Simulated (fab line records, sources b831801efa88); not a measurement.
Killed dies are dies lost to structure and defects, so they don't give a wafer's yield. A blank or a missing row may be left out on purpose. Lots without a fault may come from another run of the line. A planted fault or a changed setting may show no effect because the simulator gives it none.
A struck lot beside a sound one | flow sky130 | 22 steps out of a route of 708
Sound: wafers L113.3, L113.5, L113.6. Struck: wafers L123.1, L123.3, L123.4. The cause comes at the end.
At each step with rows: each side's tool, then ch and its chambers, then its first start. Under that, the readings that differ: sound wafers | struck wafers | difference of the means | sigmas: that difference in standard deviations of wafers without a fault.
alike: readings whose means differ by less than 2 such deviations, and words and numbers that are the same on both sides. not compared: withheld readings, readings that some wafer has no value for, bounds like >300 that may hide the same value, and numbers for which the record gives no deviation and whose values overlap.
The two part at a step that has a row with sigmas, a row that says differs or no value, or rows on one side only. Numbers that don't overlap but have no deviation are shown without sigmas and don't part them. A reading that every wafer of one side lacks parts them only if that side has two wafers or more.

first, 4 steps without rows for these wafers: SKY_NWELL_SOFTBAKE_06; SKY_NWELL_EXPOSE_07 (exposes mask NWM, target cd 840 nm); SKY_NWELL_PEB_08; SKY_NWELL_DEVELOP_09 (develop time 60 s).
SKY_NWELL_OVL_MEAS_10:
  sound on overlay-02, day 4 11:42; struck on overlay-02, day 7 10:31
  alike: NWELL_00_OVL
then, 3 steps without rows for these wafers: SKY_NWELL_IMPLANT_11; SKY_NWELL_IMPLANT_12; SKY_NWELL_IMPLANT_13.
SKY_NWELL_STRIP_14: strips in O2/N2.
  sound on plasma_asher-04 ch 0,1, day 4 12:12; struck on plasma_asher-03 ch 0,1, day 7 11:01
  alike: drypump_motor_current_A, oes_product_au, strip_time_to_endpoint_s
  not compared: rf_hours_counter_h
SKY_NWELL_TW_MEAS_15:
  sound on film_metro-04, day 4 12:17; struck on film_metro-01, day 7 11:07
  alike: NWELL_TW
then, 2 steps without rows for these wafers: SKY_NWELL_DEHYDRATE_16 (time 60 s); SKY_NWELL_HMDS_17 (prime time 60 s).
SKY_NWELL_COAT_18: resist thk 3000 nm.
  sound on litho_track-04 ch 0, day 4 19:59; struck on litho_track-01 ch 0, day 7 21:26
  reading                                 | sound          | struck         | difference | sigmas
  model.coat_of_NWELL_COAT_18.thk_nm (nm) | 3007 3008 3004 | 3203 3194 3202 | +193       |
then, 3 steps without rows for these wafers: SKY_NWELL_SOFTBAKE_19; SKY_NWELL_EXPOSE_20 (exposes mask NWM COMPLEMENT, target cd 840 nm); SKY_NWELL_PEB_21.
SKY_NWELL_DEVELOP_22: develop time 60 s.
  sound on litho_track-01 ch 0; struck on litho_track-01 ch 0
  reading                                 | sound          | struck         | difference | sigmas
  model.coat_of_NWELL_COAT_18.thk_nm (nm) | 3003 3004 3000 | 3199 3189 3197 | +193       |
  alike: developer_temp_C
SKY_NWELL_OVL_MEAS_23:
  sound on overlay-02, day 5 04:36; struck on overlay-02, day 8 08:41
  alike: NWELL_01_OVL
then, 1 step without rows for these wafers: SKY_NWELL_IMPLANT_24.
SKY_NWELL_STRIP_25: strips in O2/N2.
  sound on plasma_asher-03 ch 0,1, day 5 04:48; struck on plasma_asher-01 ch 0,1, day 8 08:52
  reading                      | sound             | struck            | difference | sigmas
  strip_time_to_endpoint_s (s) | 36.98 37.01 36.96 | 39.23 39.11 39.21 | +2.20      | +20
  alike: drypump_motor_current_A, oes_product_au
  not compared: rf_hours_counter_h
SKY_NWELL_TW_MEAS_26:
  sound on film_metro-01, day 5 04:53; struck on film_metro-01, day 8 08:58
  alike: NWELL_2_TW
then, 1 step without rows for these wafers: SKY_PAD_OPEN_PROBE_99.

WHERE THEY PART
Only at SKY_NWELL_STRIP_25, within this record. Later steps at which nothing parts them and some readings are alike: SKY_NWELL_TW_MEAS_26.

WHY: what the simulator had put in
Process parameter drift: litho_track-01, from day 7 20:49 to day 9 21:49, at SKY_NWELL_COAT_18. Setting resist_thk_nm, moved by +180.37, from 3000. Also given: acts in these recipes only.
